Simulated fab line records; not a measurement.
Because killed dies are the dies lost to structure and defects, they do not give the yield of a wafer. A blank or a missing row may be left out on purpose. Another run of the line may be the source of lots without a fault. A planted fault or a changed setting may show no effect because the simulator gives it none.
Matching of chambers + flow gf180mcu + GF_V5_CVD_02 on pecvd-01 has 3 sister chambers
The step deposits SiO2 from TEOS, target thk 1450 nm, time 163.28 s. 18 wafers are shown with their chamber, then 9 later ones without.

== WAFERS WITH THEIR CHAMBER ==
| wafer  | chamber | heater power w (W) |
|--------|---------|--------------------|
| L075.2 | 2       | 792                |
| L075.4 | 1       | 724                |
| L075.6 | 2       | 639                |
| L077.3 | 2       | 695                |
| L077.4 | 0       | 564                |
| L077.6 | 1       | 755                |
| L078.1 | 1       | 759                |
| L078.2 | 0       | 707                |
| L078.3 | 2       | 724                |
| L078.4 | 2       | 773                |
| L078.5 | 0       | 560                |
| L078.6 | 1       | 608                |
| L083.1 | 0       | 572                |
| L083.2 | 1       | 744                |
| L083.3 | 2       | 752                |
| L083.4 | 1       | 607                |
| L083.5 | 0       | 659                |
| L083.6 | 2       | 649                |

SIGNATURES (means of the wafers above)
| reading        | chamber 0 | chamber 1 | chamber 2 | scatter within a chamber |
|----------------|-----------|-----------|-----------|--------------------------|
| heater power w | 612.40    | 699.50    | 717.71    | 65.9                     |
Rule: a wafer's distance from a chamber is the root of the sum, over the readings, of the square of ((its reading less the chamber's mean) divided by the reading's scatter). If the next closest chamber is less than 2 further off than the closest, the wafer can't be placed; otherwise it belongs to the closest. The scatter: take each reading less its chamber's mean, square it, sum over the shown wafers, divide by the number of wafers less the number of chambers, and take the root.

== WAFERS MISSING THEIR CHAMBER ==
| wafer  | heater power w (W) |
|--------|--------------------|
| L086.4 | 693                |
| L086.5 | 799                |
| L086.6 | 618                |
| L087.3 | 665                |
| L087.4 | 620                |
| L087.5 | 553                |
| L090.1 | 594                |
| L090.4 | 772                |
| L090.6 | 670                |

== WHICH CHAMBER EACH ONE RAN IN ==
| wafer  | from the rows above          | in truth |
|--------|------------------------------|----------|
| L086.4 | can't be placed: 1 or 2 or 0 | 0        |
| L086.5 | can't be placed: 2 or 1 or 0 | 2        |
| L086.6 | can't be placed: 0 or 1 or 2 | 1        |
| L087.3 | can't be placed: 1 or 0 or 2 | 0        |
| L087.4 | can't be placed: 0 or 1 or 2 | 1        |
| L087.5 | can't be placed: 0 or 1 or 2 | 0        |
| L090.1 | can't be placed: 0 or 1 or 2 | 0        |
| L090.4 | can't be placed: 2 or 1 or 0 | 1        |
| L090.6 | can't be placed: 1 or 2 or 0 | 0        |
0 of 9 placed correctly. Can't be placed from these rows: 9 (the true chamber is among the candidates in 9). Placed wrongly: 0.
